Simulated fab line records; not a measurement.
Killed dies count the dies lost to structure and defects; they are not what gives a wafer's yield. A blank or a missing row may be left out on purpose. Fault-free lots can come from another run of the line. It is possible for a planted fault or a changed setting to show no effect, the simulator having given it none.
One fault through the eyes of 2 desks | flow gf180mcu | what lay behind the numbers comes last; until then each desk has only its own

## AT THE TOOL OWNER'S DESK: wetBench-02
The tool's own readings at GF_STI_WET_ETCH_17 (etches Si3N4 in H3PO4, target depth 45 nm, time 514 s): means of the sampled wafers that have a number, for each lot that ran on this tool. The brackets show how far a lot's mean lies from the usual mean; more than 4 standard deviations puts the lot out of limits, marked OUT.
Columns: A = runLengthS at GF_STI_WET_ETCH_17, usual 542 s
lot  | first seen here | A
L731 | day 2 18:11     | 542
L733 | day 3 03:58     | 541
L735 | day 3 14:21     | 540
L736 | day 3 19:15     | 539
L737 | day 4 00:14     | 540
L738 | day 4 05:50     | 539
L739 | day 4 10:31     | 542
L740 | day 4 15:40     | 1030 (+99 or more) OUT
L742 | day 5 01:30     | 1029 (+99 or more) OUT
This desk's verdict: out of limits on L740, L742, starting with L740 at day 4 15:40 (runLengthS at GF_STI_WET_ETCH_17). Within limits: L731, L733, L735, L736, L737, L738, L739.

## METROLOGY DESK
What the gauges read, lot by lot, whatever tool the lot ran on: means of the sampled wafers that have a number. The brackets show how far a lot's mean lies from the usual mean; more than 4 standard deviations puts the lot out of limits, marked OUT.
Columns: A = cdNm at GF_STI_CD_MEAS_12, usual 220.4 nm; B = NWELL_TW at GF_NWELL_TW_MEAS_11, usual 1579
lot  | first seen here | A     | B
L728 | day 2 01:06     | 221.8 | 1555
L729 | day 2 06:21     | 220.4 | 1597
L731 | day 2 17:51     | 220.8 | 1584
L733 | day 3 03:35     | 221.7 | 1577
L735 | day 3 13:58     | 218.2 | 1587
L736 | day 3 18:53     | 219.1 | 1590
L737 | day 3 23:50     | 221.1 | 1581
L738 | day 4 05:29     | 220.2 | 1580
L739 | day 4 10:08     | 219.5 | 1546
L740 | day 4 15:17     | 220.5 | 1598
L741 | day 4 19:24     | 219.8 | 1541
L742 | day 5 01:08     | 218.7 | 1544
L745 | day 5 16:25     | 219.6 | 1576
L750 | day 6 19:34     | 220.3 | 1579
Finding of this desk: none of the 14 lots has anything out of limits.

## PUT TOGETHER
The tool owner's desk could have raised an alarm at day 4 15:40, on L740, L742.
Metrology desk: nothing out of limits seen.
The metrology desk holds a record of L740, L742, inside its limits.
The lots listed all ran GF_STI_WET_ETCH_17 on wetBench-02.

## WHAT THE SIMULATOR HAD PUT IN
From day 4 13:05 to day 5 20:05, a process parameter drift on wetBench-02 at GF_STI_WET_ETCH_17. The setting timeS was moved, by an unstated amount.
Struck lots among those shown: L740, L742.
Hours from the fault's start to each desk's first reading out of limits: the tool owner's desk, 3.
